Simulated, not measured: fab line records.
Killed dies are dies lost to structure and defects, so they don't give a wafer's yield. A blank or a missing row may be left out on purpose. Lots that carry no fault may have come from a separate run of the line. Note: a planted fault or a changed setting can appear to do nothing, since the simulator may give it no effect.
Matching of chambers | flow gf180mcu | GF_STI_ETCH_14 on rieSi-01: 4 sister chambers
The step etches Si in HBr/Cl2/O2, target depth 360 nm, time 102.9 s. 4 wafers are shown with their chamber, then 9 later ones without.

## WAFERS, EACH WITH ITS CHAMBER
wafer  | chamber | drypumpMotorCurrentA (A)
L272.5 | 0       | 6.12
L274.1 | 1       | 5.36
L274.2 | 2       | 5.54
L274.6 | 3       | 5.87

## WAFERS WITHOUT THEIR CHAMBER
wafer  | drypumpMotorCurrentA (A)
L276.1 | 5.55
L276.4 | 6.14
L276.6 | 5.86
L277.1 | 6.16
L277.2 | 5.53
L277.3 | 5.87
L278.1 | 5.88
L278.3 | 5.38
L278.4 | 5.87

## CHAMBER TAKEN BY EACH
wafer  | from the rows above | in truth
L276.1 | 2                   | 2
L276.4 | 0                   | 0
L276.6 | 3                   | 3
L277.1 | 0                   | 0
L277.2 | 2                   | 2
L277.3 | 3                   | 3
L278.1 | 3                   | 3
L278.3 | 1                   | 1
L278.4 | 3                   | 3
Placed correctly: 9 of 9. Can't be placed from these rows: 0. Placed wrongly: 0.
How it was worked out, from the rows above alone: a wafer's distance from a chamber is the root of the sum, over the readings, of the square of ((its reading less the chamber's mean) divided by the reading's scatter). If the next closest chamber is less than 2 further off than the closest, the wafer can't be placed; otherwise it belongs to the closest. Each chamber's mean is taken over the wafers shown for it. The scatter: root of mean squared gap, hidden wafer to nearest shown wafer, with one shown wafer a chamber.
